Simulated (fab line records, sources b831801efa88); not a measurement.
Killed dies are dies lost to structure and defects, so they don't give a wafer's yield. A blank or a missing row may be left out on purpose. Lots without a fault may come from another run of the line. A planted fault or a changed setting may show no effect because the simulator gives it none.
Problem report in the 8D (eight disciplines) form, filled by code | flow sky130 | the parts of the form that need people (team, actions taken, sign-off) are left out

1. THE PROBLEM
NWELL_TW at SKY_NWELL_TW_MEAS_15 reads a mean of 1556 on 6 wafers of 2 lots; wafers without a fault read 1811 with a standard deviation of 12. That is -21 standard deviations from the usual mean.
First seen on wafer L392.1, day 8 02:16, on film_metro-02. The record holds 33 wafers of 11 lots with a number at this step. Rule for "out", or "out of limits": more than 4 standard deviations from the usual mean. The other wafers with a number count as sound.

2. WHAT IT IS AND WHAT IT IS NOT
question                    | is                           | is not
which readings at this step | NWELL_TW                     | -
which lots                  | L392, L395                   | L379, L380, L381, L382, L386, L396, L398, L400, L402
which wafers of those lots  | all that have a number       | -
read on which gauges        | film_metro-01, film_metro-02 | film_metro-04
when                        | from day 8 02:16             | up to then (15 sound wafers); but 12 sound wafers of L396, L398, L400, L402 came after

3. SUSPECTS, AND WHAT RULES EACH OUT
Counting: a tool at a process step up to the reading stays a suspect if it ran every lot that is out and no sound lot after the first of them.
- the gauge at SKY_NWELL_TW_MEAS_15: ruled out. The wafers that are out were read on 2 gauges (film_metro-01, film_metro-02).
- implanter-01 at SKY_NWELL_IMPLANT_11: kept. It ran every lot that is out, first L392 (day 8 01:43), and no sound lot after that; its last sound lot up to then is L386 (day 6 07:07). Its own readings are out on those wafers: dose_ions_cm2, faraday_current_uA.
Left after counting: implanter-01 at SKY_NWELL_IMPLANT_11.

4. THE CAUSE (what the simulator had put in)
Process parameter drift: implanter-01, from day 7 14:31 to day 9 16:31, at SKY_NWELL_IMPLANT_11. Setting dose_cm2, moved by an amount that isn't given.
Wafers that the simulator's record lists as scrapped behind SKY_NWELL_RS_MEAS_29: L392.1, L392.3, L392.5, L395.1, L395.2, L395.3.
Counting left only this tool.

5. THE CHAIN OF EFFECTS, in route order
Each row: a reading whose mean over the struck wafers that have a number lies more than 3 standard deviations from the usual. Only readings for which the record gives a usual standard deviation are gone through. hours: the time from each lot's start at the first step in this table that gives one to its start at this step, as a median over the lots. sigmas: the change in usual standard deviations.
hours | step                 | reading            | usual        | on struck wafers | change      | sigmas
0     | SKY_NWELL_IMPLANT_11 | dose_ions_cm2      | 1.9003e+13   | 1.1731e+13       | -7.2717e+12 | -99 or more
0     | SKY_NWELL_IMPLANT_11 | faraday_current_uA | 107.2        | 66.7             | -40.5       | -18
1     | SKY_NWELL_TW_MEAS_15 | NWELL_TW           | 1811         | 1556             | -255        | -21
21    | SKY_NWELL_RS_MEAS_29 | NWELL_RS           | 624.6 ohm/sq | 809.6            | +185.0      | +97
The process steps in it:
- SKY_NWELL_IMPLANT_11

6. WHAT WOULD HAVE CAUGHT IT SOONER
In this record the first reading out of limits at a measuring or inspecting step was taken at day 8 02:16, 12 hours after the fault began at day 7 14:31.
The tool's own readings at SKY_NWELL_IMPLANT_11 were out on every struck wafer that the step has a row for (dose_ions_cm2, faraday_current_uA): an alarm limit on them would have fired on the first of those.
Of the lots that are out (2), L395 began SKY_NWELL_IMPLANT_11 on implanter-01 after day 8 02:16. A hold on the tool at that time would have spared it.
